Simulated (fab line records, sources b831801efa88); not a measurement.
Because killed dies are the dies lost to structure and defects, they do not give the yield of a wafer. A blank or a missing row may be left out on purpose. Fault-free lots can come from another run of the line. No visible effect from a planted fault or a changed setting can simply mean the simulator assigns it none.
Which tool was responsible?	flow gf180mcu	13 lots with 39 wafers sampled at 3 steps, on a route of 602 steps

## WHAT EACH GAUGE READ, for each wafer
GF_TOP_METAL_THK_MEAS_06: measures by xrf.
lot	measured	on	TOP_METAL_ALCU_THK (nm)
L401	day 27 08:28	film_metro-02	878 875 882
L402	day 27 16:11	film_metro-04	876 888 882
L405	day 29 01:52	film_metro-04	891 877 900
L406	day 28 21:17	film_metro-04	886 897 890
L408	day 29 12:34	film_metro-03	894 879 886
L409	day 29 18:21	film_metro-02	865 872 877
L411	day 30 11:23	film_metro-03	879 882 878
L412	day 30 19:13	film_metro-04	890 876 886
L417	day 31 23:49	film_metro-04	906 898 887
L421	day 33 00:51	film_metro-02	876 876 884
L422	day 33 05:47	film_metro-02	871 878 865
L423	day 33 17:45	film_metro-04	889 899 889
L424	day 33 20:31	film_metro-02	861 865 868

## WHAT TOOL EACH LOT RAN ON (gives the tool, then ch and the chambers of the sampled wafers, and finally the start)
lot	GF_DUAL_GATE_WET_ETCH_12	GF_TOP_METAL_SPUTTER_04
L401	wet_bench-01 ch 1, day 8 08:43	pvd_sputter-01, day 27 08:18
L402	wet_bench-04 ch 2, day 8 14:58	pvd_sputter-01, day 27 16:02
L405	wet_bench-04 ch 3, day 9 17:52	pvd_sputter-02, day 29 01:43
L406	wet_bench-04 ch 2, day 9 18:28	pvd_sputter-01, day 28 21:08
L408	wet_bench-04 ch 0, day 10 08:46	pvd_sputter-04, day 29 12:26
L409	wet_bench-04 ch 3, day 10 12:19	pvd_sputter-02, day 29 18:13
L411	wet_bench-04 ch 1, day 11 06:13	pvd_sputter-04, day 30 11:13
L412	wet_bench-04 ch 2, day 11 14:01	pvd_sputter-04, day 30 19:02
L417	wet_bench-03 ch 1, day 12 20:55	pvd_sputter-01, day 31 23:40
L421	wet_bench-04 ch 0, day 14 03:40	pvd_sputter-02, day 33 00:41
L422	wet_bench-04 ch 1, day 14 07:31	pvd_sputter-02, day 33 05:38
L423	wet_bench-01 ch 3, day 14 23:52	pvd_sputter-04, day 33 17:36
L424	wet_bench-01 ch 0, day 15 05:25	pvd_sputter-04, day 33 20:21
- GF_DUAL_GATE_WET_ETCH_12: etches SiO2 in dHF, target depth 13 nm, time 260 s.
- GF_TOP_METAL_SPUTTER_04: material TiN, target thk 25 nm, time 20.8 s.

## WHAT THE TOOLS THEMSELVES READ (means of the sampled wafers that have a number; where no wafer has one, the mark that the record gives instead)
GF_DUAL_GATE_WET_ETCH_12.
lot	tool	temp_c (C)
L401	wet_bench-01	25.03
L402	wet_bench-04	24.98
L405	wet_bench-04	25.09
L406	wet_bench-04	25.02
L408	wet_bench-04	24.93
L409	wet_bench-04	25.05
L411	wet_bench-04	24.94
L412	wet_bench-04	25.06
L417	wet_bench-03	24.70
L421	wet_bench-04	25.11
L422	wet_bench-04	25.20
L423	wet_bench-01	24.95
L424	wet_bench-01	24.86

GF_TOP_METAL_SPUTTER_04.
lot	tool	throttle_valve_pct (%)
L401	pvd_sputter-01	29.3
L402	pvd_sputter-01	29.9
L405	pvd_sputter-02	29.8
L406	pvd_sputter-01	29.6
L408	pvd_sputter-04	30.0
L409	pvd_sputter-02	29.1
L411	pvd_sputter-04	29.8
L412	pvd_sputter-04	28.7
L417	pvd_sputter-01	30.0
L421	pvd_sputter-02	29.3
L422	pvd_sputter-02	30.5
L423	pvd_sputter-04	31.2
L424	pvd_sputter-04	29.9

## THE ANSWER, worked out from the rows above alone
Rule: what is usual is taken from the lots themselves. Put in order of their means at a reading, lots are off if they are a third of the lots or fewer, leave a main group of 4 or more, and stand apart from it by a gap of 3 or more times the standard deviation of the main group's means; of several such gaps the widest counts. The tables above print the reading to a certain number of digits; a main group whose means all agree to those digits is not used. A lot without any number at a reading at which 4 lots or more have one is off too. The other lots that the step has rows for count as sound. First the gauges in route order, then the tools' own readings, where a lot's mean is used as printed above. The first step at which some lot is off is used, and at that step the reading that is off furthest; a lot without a number counts as furthest.
None of the lots is off at any reading shown; this tells nothing.

## WHAT THE SIMULATOR HAD INSERTED
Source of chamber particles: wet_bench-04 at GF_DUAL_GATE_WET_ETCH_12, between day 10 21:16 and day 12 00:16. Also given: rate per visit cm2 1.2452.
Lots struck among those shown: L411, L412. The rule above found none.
